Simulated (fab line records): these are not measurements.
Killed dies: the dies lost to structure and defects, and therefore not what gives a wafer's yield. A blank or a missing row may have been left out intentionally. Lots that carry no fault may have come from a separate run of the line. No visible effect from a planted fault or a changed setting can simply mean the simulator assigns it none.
fab line records ; flow sky130 ; part 2 of 2: steps 28 to 36 of 36
record: lots: 5; wafers: 15; last_day: 50
route steps=708 shown SD_N@358 SD_P@359 RES_XHIGH@360 SALICIDE@361 LI_CONTACT@362 LOCAL_INTERCONNECT@387
lots that met no fault: taken from a fault-free run of the same line
start_h: hours from the record's first day to the start of the lot's first wafer shown ; wait_h: hours elapsed since this lot's preceding step ; " as in the row above ; L1.1+2: a row that stands for several wafers ; - no value, or no start given ; * or withheld: withheld ; < > ~ a bound
route shown NAME@n: names a module that has steps shown in the file, with the first one's number in the route ; usual: average and standard deviation across the fault-free wafers ; same: alike in all rows ; chamber/n: place in a boat ; sites: per-site readings ; _std_site: standard deviation across them ; _edge_site: outer sites' mean less inner sites' ; radius_mm: for every site, how far away it sits from the centre of the wafer ; mask NAME#n: copy n ; behind: tool/chamber where the wafer was last shaped ; hold: what put the lot on hold/how long, in hours/how the hold closed ; device: the n, p or np transistor that did not switch ; end of line: the tests these same wafers got at the end of their route ; a step given without rows: its recipe and nothing more ; killed: dies lost to structure and defects at the first sort, not the wafer's yield ; map: a wafer's dies, marking killed ones x, the rest . and places with no die _
set.NAME: the setting that was run; set.NAME@STEP: the one run at that earlier step ; model.NAME: the simulator's own value behind a step, which no gauge read
a table for each step, a row for each wafer; lots at some steps of the route
services: from which hour (start_h, from the record's first day; less than 0 if before it) a tool's chamber was out of use, for how many hours, and why
== steps ==
step: SKY_LI_CONTACT_THK_MEAS_23
recipe: thk_meas_gauge: xrf; reads: W_of_LI_CONTACT_CVD_21
usual: LI_CONTACT_W_THK: 406/5.9
lot.wafer;tool;chamber;start_h;wait_h;LI_CONTACT_W_THK[nm]
L076.1;film_metro-04;-;707.14;0.1;397
L076.2;film_metro-04;-;707.14;0.1;403
L076.4;film_metro-04;-;707.14;0.1;405
L079.2;film_metro-03;-;731.71;0.1;401
L079.3;film_metro-03;-;731.71;0.1;407
L079.5;film_metro-03;-;731.71;0.1;398
L080.1;film_metro-03;-;741.04;0.1;406
L080.3;film_metro-03;-;741.04;0.1;405
L080.5;film_metro-03;-;741.04;0.1;410
L087.1;film_metro-04;-;776.71;0.1;407
L087.5;film_metro-04;-;776.71;0.1;403
L087.6;film_metro-04;-;776.71;0.1;406
L096.2;film_metro-03;-;840.96;0.1;398
L096.5;film_metro-03;-;840.96;0.1;399
L096.6;film_metro-03;-;840.96;0.1;401
step: SKY_LI_CONTACT_CMP_24
recipe: stop_on: PSG; t_overpolish_s: 20; down_force_psi: 3.5; platen_rpm: 60; target_thk_nm: 0; pad_velocity_m_s: 0.94248
usual: motor_current_A: 10.9/1.1; overpolish_run_s: 20.001/0.008; slurry_flow_ml_min: 150.0/0.52; time_to_endpoint_s: 96/4.9
same: t_overpolish_s: 20
lot.wafer;tool;chamber;start_h;wait_h;motor_current_A;overpolish_run_s;slurry_flow_ml_min;time_to_endpoint_s
L076.2;cmp-01;2;707.20;0.0;10.5;20.000;150.1;101
L076.1;cmp-01;3;707.20;0.0;10.4;19.991;149.8;91
L076.4;cmp-01;0;707.20;0.0;9.3;20.014;149.8;97
L079.3;cmp-02;0;731.86;0.1;10.7;19.985;150.0;105
L079.2;cmp-02;1;731.86;0.1;10.9;19.998;150.7;86
L079.5;cmp-02;2;731.86;0.1;12.1;19.996;150.4;91
L080.1;cmp-01;2;741.10;0.1;10.8;19.996;149.2;101
L080.3;cmp-01;1;741.10;0.1;10.6;20.002;150.4;104
L080.5;cmp-01;2;741.10;0.1;9.9;19.999;150.3;101
L087.1;cmp-01;3;776.77;0.1;10.7;20.000;151.3;92
L087.6;cmp-01;3;776.77;0.1;10.4;20.011;150.4;94
L087.5;cmp-01;0;776.77;0.1;9.3;20.000;150.2;96
L096.2;cmp-02;2;841.50;0.5;13.1;20.002;150.6;92
L096.5;cmp-02;3;841.50;0.5;13.4;19.995;149.9;95
L096.6;cmp-02;0;841.50;0.5;10.9;19.992;150.5;103
step: SKY_LOCAL_INTERCONNECT_SPUTTER_00
recipe: material: TiN; target_thk_nm: 100; temp_c: 300; power_w: 6500; time_s: 83.3; chamber_pressure_pa: 0.4
usual: susceptor_temp_C: 300.01/0.21; throttle_valve_pct: 29.6/0.84
lot.wafer;tool;chamber;start_h;wait_h;susceptor_temp_C;throttle_valve_pct
L076.1;pvd_sputter-03;-;707.50;0.2;300.17;28.1
L076.2;pvd_sputter-03;-;707.50;0.2;300.11;30.6
L076.4;pvd_sputter-03;-;707.50;0.2;299.71;29.3
L079.2;pvd_sputter-04;-;732.06;0.1;300.20;30.5
L079.3;pvd_sputter-04;-;732.06;0.1;300.10;29.5
L079.5;pvd_sputter-04;-;732.06;0.1;299.95;29.3
L080.1;pvd_sputter-03;-;741.40;0.2;300.06;28.0
L080.3;pvd_sputter-03;-;741.40;0.2;299.48;30.5
L080.5;pvd_sputter-03;-;741.40;0.2;299.87;30.0
L087.1;pvd_sputter-01;-;777.09;0.3;300.24;29.3
L087.5;pvd_sputter-01;-;777.09;0.3;300.64;29.8
L087.6;pvd_sputter-01;-;777.09;0.3;300.10;29.4
L096.2;pvd_sputter-03;-;841.65;0.1;299.97;29.0
L096.5;pvd_sputter-03;-;841.65;0.1;300.16;30.3
L096.6;pvd_sputter-03;-;841.65;0.1;299.75;30.6
step: SKY_LOCAL_INTERCONNECT_RS_MEAS_01
recipe: thk_meas_gauge: four-point-probe; reads: TiN_of_LOCAL_INTERCONNECT_SPUTTER_00
usual: LOCAL_INTERCONNECT_TIN_RS: 14.06/0.21
lot.wafer;tool;chamber;start_h;wait_h;LOCAL_INTERCONNECT_TIN_RS[ohm/sq]
L076.1;film_metro-02;-;707.56;0.0;13.95
L076.2;film_metro-02;-;707.56;0.0;13.91
L076.4;film_metro-02;-;707.56;0.0;13.95
L079.2;film_metro-04;-;732.14;0.1;14.07
L079.3;film_metro-04;-;732.14;0.1;14.22
L079.5;film_metro-04;-;732.14;0.1;14.05
L080.1;film_metro-04;-;741.46;0.0;14.02
L080.3;film_metro-04;-;741.46;0.0;13.96
L080.5;film_metro-04;-;741.46;0.0;14.20
L087.1;film_metro-04;-;777.15;0.0;13.87
L087.5;film_metro-04;-;777.15;0.0;14.23
L087.6;film_metro-04;-;777.15;0.0;13.93
L096.2;film_metro-02;-;841.74;0.1;13.99
L096.5;film_metro-02;-;841.74;0.1;13.81
L096.6;film_metro-02;-;841.74;0.1;13.69
step: SKY_LOCAL_INTERCONNECT_THK_MEAS_02
recipe: thk_meas_gauge: xrf; reads: TiN_of_LOCAL_INTERCONNECT_SPUTTER_00
usual: LOCAL_INTERCONNECT_TIN_THK: 100.8/1.5
lot.wafer;tool;chamber;start_h;wait_h;LOCAL_INTERCONNECT_TIN_THK[nm]
L076.1;film_metro-02;-;707.68;0.1;101.5
L076.2;film_metro-02;-;707.68;0.1;101.6
L076.4;film_metro-02;-;707.68;0.1;101.8
L079.2;film_metro-04;-;732.25;0.1;100.4
L079.3;film_metro-04;-;732.25;0.1;100.1
L079.5;film_metro-04;-;732.25;0.1;101.2
L080.1;film_metro-04;-;741.58;0.1;101.0
L080.3;film_metro-04;-;741.58;0.1;102.0
L080.5;film_metro-04;-;741.58;0.1;99.7
L087.1;film_metro-04;-;777.27;0.1;102.5
L087.5;film_metro-04;-;777.27;0.1;99.8
L087.6;film_metro-04;-;777.27;0.1;101.8
L096.2;film_metro-02;-;841.85;0.1;101.6
L096.5;film_metro-02;-;841.85;0.1;102.6
L096.6;film_metro-02;-;841.85;0.1;103.4
step: SKY_LOCAL_INTERCONNECT_DEHYDRATE_03
recipe: temp_c: 200; time_s: 60
usual: heater_power_total_W: 160.36/0.13
lot.wafer;tool;chamber;start_h;wait_h;heater_power_total_W
L076.1;litho_track-01;0;720.79;13.1;160.26
L076.2;litho_track-01;0;720.79;13.1;160.18
L076.4;litho_track-01;0;720.79;13.1;160.20
L079.2;litho_track-03;0;745.74;13.5;160.33
L079.3;litho_track-03;0;745.74;13.5;160.16
L079.5;litho_track-03;0;745.74;13.5;160.22
L080.1;litho_track-03;0;754.42;12.8;160.47
L080.3;litho_track-03;0;754.42;12.8;160.51
L080.5;litho_track-03;0;754.42;12.8;160.24
L087.1;litho_track-04;0;789.53;12.2;160.56
L087.5;litho_track-04;0;789.53;12.2;160.35
L087.6;litho_track-04;0;789.53;12.2;160.58
L096.2;litho_track-01;0;853.76;11.9;160.33
L096.5;litho_track-01;0;853.76;11.9;160.37
L096.6;litho_track-01;0;853.76;11.9;160.29
step: SKY_LOCAL_INTERCONNECT_HMDS_04
recipe: prime_time_s: 60; prime_temp_c: 120
usual: prime_temp_c: 119.99/0.14
lot.wafer;tool;chamber;start_h;wait_h;prime_temp_c
L076.1;litho_track-01;0;720.94;0.1;119.94
L076.2;litho_track-01;0;720.94;0.1;120.06
L076.4;litho_track-01;0;720.94;0.1;120.05
L079.2;litho_track-03;0;745.89;0.1;120.03
L079.3;litho_track-03;0;745.89;0.1;120.10
L079.5;litho_track-03;0;745.89;0.1;119.96
L080.1;litho_track-03;0;754.57;0.1;120.00
L080.3;litho_track-03;0;754.57;0.1;120.03
L080.5;litho_track-03;0;754.57;0.1;119.98
L087.1;litho_track-04;0;789.68;0.1;119.89
L087.5;litho_track-04;0;789.68;0.1;120.03
L087.6;litho_track-04;0;789.68;0.1;119.80
L096.2;litho_track-01;0;853.91;0.1;120.04
L096.5;litho_track-01;0;853.91;0.1;119.87
L096.6;litho_track-01;0;853.91;0.1;120.01
step: SKY_LOCAL_INTERCONNECT_COAT_05
recipe: resist: BARC; temp_c: withheld; time_s: withheld; spin_rpm: 3000; resist_thk_nm: 60
usual: dispense_pressure_kPa: 51/4.2
lot.wafer;tool;chamber;start_h;wait_h;dispense_pressure_kPa
L076.1;litho_track-01;0;721.09;0.1;47
L076.2;litho_track-01;0;721.09;0.1;48
L076.4;litho_track-01;0;721.09;0.1;48
L079.2;litho_track-03;0;746.04;0.1;56
L079.3;litho_track-03;0;746.04;0.1;56
L079.5;litho_track-03;0;746.04;0.1;56
L080.1;litho_track-03;0;754.72;0.1;56
L080.3;litho_track-03;0;754.72;0.1;56
L080.5;litho_track-03;0;754.72;0.1;56
L087.1;litho_track-04;0;789.83;0.1;47
L087.5;litho_track-04;0;789.83;0.1;47
L087.6;litho_track-04;0;789.83;0.1;47
L096.2;litho_track-01;0;854.06;0.1;47
L096.5;litho_track-01;0;854.06;0.1;47
L096.6;litho_track-01;0;854.06;0.1;47
step: SKY_LOCAL_INTERCONNECT_COAT_06
recipe: resist: KrF-thick; spin_rpm: 3000; resist_thk_nm: 450
usual: dispense_pressure_kPa: 51/4.2
lot.wafer;tool;chamber;start_h;wait_h;dispense_pressure_kPa
L076.1;litho_track-01;0;-;-;47
L076.2;litho_track-01;0;-;-;47
L076.4;litho_track-01;0;-;-;47
L079.2;litho_track-03;0;-;-;56
L079.3;litho_track-03;0;-;-;56
L079.5;litho_track-03;0;-;-;56
L080.1;litho_track-03;0;-;-;56
L080.3;litho_track-03;0;-;-;56
L080.5;litho_track-03;0;-;-;56
L087.1;litho_track-04;0;-;-;47
L087.5;litho_track-04;0;-;-;47
L087.6;litho_track-04;0;-;-;47
L096.2;litho_track-01;0;-;-;47
L096.5;litho_track-01;0;-;-;47
L096.6;litho_track-01;0;-;-;47
== services ==
tool;chamber;start_h;hours;kind
cmp-02;-;659.22;7.1;pm
plasma_asher-01;-;659.93;5.7;repair
krf_scanner-01;-;660.86;1.3;pm
rie_diel-01;1;671.01;6.0;repair
cmp-02;-;684.24;2.3;repair
cmp-02;-;689.27;0.3;repair
cmp-02;-;700.00;2.6;repair
cvd_w-01;-;709.46;2.8;pm
cmp-02;-;712.64;2.3;repair
cmp-02;-;741.82;1.8;repair
cmp-01;-;744.25;4.0;pm
cmp-01;-;748.25;4.5;pm
cmp-02;-;758.89;4.4;pm
cmp-01;-;763.07;1.6;repair
rie_diel-01;3;773.08;4.9;repair
pvd_sputter-02;-;796.10;2.3;repair
cmp-02;-;797.44;2.2;repair
rie_diel-01;1;798.09;1.6;repair
cmp-02;-;800.26;9.4;pm
pvd_sputter-01;-;802.79;0.7;repair
rie_diel-01;1;821.56;3.4;repair
cmp-01;-;837.65;4.2;repair
rie_diel-01;-;838.49;2.8;pm
rie_diel-01;-;841.29;0.9;repair
